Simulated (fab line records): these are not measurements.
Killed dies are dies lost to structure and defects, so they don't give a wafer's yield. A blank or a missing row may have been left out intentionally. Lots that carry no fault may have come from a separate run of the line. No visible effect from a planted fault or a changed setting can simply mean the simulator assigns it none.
A lot that was struck, set against a sound lot ; flow sfqLine ; 42 out of 325 route steps
Sound: wafers L979.3, L979.4, L979.5. Wafers struck: L970.1, L970.2, L970.3. The cause is given at the end.
For every step that has rows: the tool of each side, followed by ch and its chambers, followed by its first start. Under that, the readings that differ: sound wafers ; struck wafers ; difference of the means ; sigmas: that difference in standard deviations of wafers without a fault.
alike: a reading whose means differ by less than 2 such deviations, as well as words and numbers matching on both sides. not compared: withheld readings; readings where some wafer has no value; bounds like >300 that might hide an equal value; numbers whose values overlap and for which the record gives no deviation.
The two part at a step that has a row with sigmas, a row that says differs or no value, or rows on one side only. Non-overlapping numbers with no deviation appear without sigmas and do not part them. A reading that every wafer of one side lacks parts them only if that side has two wafers or more.

SFQ_M2_OVL_MEAS_916:
  sound on overlay-01 at day 33 12:30; struck on overlay-01 at day 32 15:42
  alike: M2_OVL
then, 2 steps without rows for these wafers: SFQ_TRILAYER_M2_BARC_OPEN_METAL_ETCH_077 (etches BARC in O2, target depth 125 nm, time 41.7 s); SFQ_TRILAYER_M2_ETCH_METAL_ETCH_060 (etches Nb in Cl2/Ar, stops on SiO2, target depth 240 nm, time 120 s).
SFQ_TRILAYER_M2_STRIP_STRIP_061: strips in O2.
  sound on rieMetal-03 ch 0,1, day 33 12:55; struck on rieMetal-04 ch 0,1, day 32 15:55
  alike: drypumpMotorCurrentA, oesProductAu, platenTempC
  not compared: rfHoursCounterH
then, 1 step without rows for these wafers: SFQ_TRILAYER_M2_STRIP_SOLV_CLEAN_062 (cleans in NMP, time 600 s).
SFQ_TRILAYER_I2_DEP_PECVD_063: deposits SiO2 from SiH4/N2O, time 111.11 s, target thk 500 nm.
  sound on pecvd-03 ch 1,2, day 33 13:29; struck on pecvd-02 ch 0,1,2, day 32 16:42
  alike: chamberPressureTorr, heaterPowerW, throttleValvePct
SFQ_TRILAYER_I2_CMP_CMP_064: polishes SiO2.
  sound on cmp-01 ch 0,1,2, day 34 04:42; struck on cmp-02 ch 0,1,2, day 32 18:25
  alike: headPressurePsi, motorCurrentA, retainingRingPressureFrac, timeToEndpointS
SFQ_I2_BOW_MEAS_917:
  sound on filmMetro-04 at day 34 06:44; struck on filmMetro-03 at day 32 20:55
  alike: I2_BOW
then, 4 steps without rows for these wafers: SFQ_TRILAYER_I2_METRO_MEASURE_065; SFQ_TRILAYER_I2_VIA_LITHO_COAT_072 (resist thk 62 nm); SFQ_TRILAYER_I2_VIA_LITHO_COAT_067 (resist thk 650 nm); SFQ_TRILAYER_I2_VIA_LITHO_SOFTBAKE_071.
-- the record jumps here: 5 days lie between the struck wafers' starts before and after --
SFQ_TRILAYER_I2_VIA_LITHO_EXPOSE_068: exposes mask I2, target cd 500 nm.
  sound on krfScanner-01 ch 0, day 39 04:17; struck on krfScanner-02 ch 0, day 38 07:06
reading;sound;struck;difference;sigmas
model.I2.overlayXNm (nm);3.188 3.188 3.188;154.1 154.1 154.1;+150.9;
  alike: mask
then, 2 steps without rows for these wafers: SFQ_TRILAYER_I2_VIA_LITHO_PEB_070 (peb time 60 s); SFQ_TRILAYER_I2_VIA_LITHO_DEVELOP_069 (time 60 s).
SFQ_I2_OVL_MEAS_918:
  sound on overlay-02 at day 39 05:24; struck on overlay-02 at day 38 08:36
reading;sound;struck;difference;sigmas
I2_OVL (nm);-7 -5 -8;154 154 148;+159;+26
SFQ_TRILAYER_I2_VIA_BARC_OPEN_VIA_ETCH_096: etches BARC in O2, target depth 125 nm, time 41.7 s.
  sound on rieDiel-04 ch 1,3, day 39 05:25; struck on rieDiel-01 ch 0,1,2, day 38 08:38
  alike: biasW, drypumpMotorCurrentA, oesProductAu
  not compared: rfHoursCounterH
then, 5 steps without rows for these wafers: SFQ_TRILAYER_I2_VIA_ETCH_VIA_ETCH_070 (etches SiO2 in CHF3, stops on Nb, target depth 260 nm); SFQ_TRILAYER_I2_VIA_STRIP_STRIP_071 (strips in O2); SFQ_TRILAYER_I2_VIA_STRIP_SOLV_CLEAN_072 (cleans in NMP, time 600 s); SFQ_TRILAYER_M3_DEP_PRE_CLEAN_074 (time 22.5 s); SFQ_TRILAYER_M3_DEP_SPUTTER_073 (material Nb, target thk 200 nm, time 133.3 s).
SFQ_M3_RS_MEAS_919: the measuring method here is four-point-probe.
  sound on filmMetro-02 at day 39 06:31; struck on filmMetro-03 at day 38 09:41
  alike: M3_NB_RS
then, 6 steps without rows for these wafers: SFQ_TRILAYER_M3_LITHO_COAT_080 (resist thk 62 nm); SFQ_TRILAYER_M3_LITHO_COAT_075 (resist thk 600 nm); SFQ_TRILAYER_M3_LITHO_SOFTBAKE_079; SFQ_TRILAYER_M3_LITHO_EXPOSE_076 (exposes mask M3, target cd 500 nm); SFQ_TRILAYER_M3_LITHO_PEB_078 (peb time 60 s); SFQ_TRILAYER_M3_LITHO_DEVELOP_077 (time 60 s).
-- the record jumps here: 4 days lie between the struck wafers' starts before and after --
SFQ_M3_OVL_MEAS_921:
  sound on overlay-02 at day 43 12:48; struck on overlay-02 at day 42 17:31
  alike: M3_OVL
then, 5 steps without rows for these wafers: SFQ_TRILAYER_M3_BARC_OPEN_METAL_ETCH_100 (etches BARC in O2, target depth 125 nm, time 41.7 s); SFQ_TRILAYER_M3_ETCH_METAL_ETCH_078 (etches Nb in Cl2/Ar, stops on SiO2, target depth 240 nm, time 120 s); SFQ_TRILAYER_M3_STRIP_STRIP_079 (strips in O2); SFQ_TRILAYER_M3_STRIP_SOLV_CLEAN_080 (cleans in NMP, time 600 s); SFQ_TRILAYER_I3_DEP_PECVD_081 (deposits SiO2 from SiH4/N2O, time 111.11 s, target thk 500 nm).
-- the record jumps here: 2 days lie between the struck wafers' starts before and after --
SFQ_TRILAYER_I3_CMP_CMP_082: polishes SiO2.
  sound on cmp-02 ch 0,2,3, day 45 23:04; struck on cmp-01 ch 0,2,3, day 45 04:08
  alike: headPressurePsi, motorCurrentA, retainingRingPressureFrac, timeToEndpointS
SFQ_I3_BOW_MEAS_922:
  sound on filmMetro-01 at day 46 01:07; struck on filmMetro-01 at day 45 07:08
  alike: I3_BOW
then, 4 steps without rows for these wafers: SFQ_TRILAYER_I3_METRO_MEASURE_083; SFQ_TRILAYER_I3_VIA_LITHO_COAT_090 (resist thk 62 nm); SFQ_TRILAYER_I3_VIA_LITHO_COAT_085 (resist thk 650 nm); SFQ_TRILAYER_I3_VIA_LITHO_SOFTBAKE_089.
-- the record jumps here: 43 days lie between the struck wafers' starts before and after --
SFQ_M8_BOW_MEAS_951:
  sound on filmMetro-03 at day 90 07:01; struck on filmMetro-03 at day 88 04:28
reading;sound;struck;difference;sigmas
model.etest.i2.linkOhm;1.973 1.954 1.957;2.044 2.036 2.046;+0.081;
  alike: M8_BOW

## WHERE THEY PART
Only at SFQ_I2_OVL_MEAS_918, within this record. Later steps at which nothing parts them and some readings are alike: SFQ_TRILAYER_I2_VIA_BARC_OPEN_VIA_ETCH_096, SFQ_M3_RS_MEAS_919, SFQ_M3_OVL_MEAS_921, SFQ_TRILAYER_I3_CMP_CMP_082, SFQ_I3_BOW_MEAS_922, SFQ_M8_BOW_MEAS_951.

WHY: whatever the simulator had introduced
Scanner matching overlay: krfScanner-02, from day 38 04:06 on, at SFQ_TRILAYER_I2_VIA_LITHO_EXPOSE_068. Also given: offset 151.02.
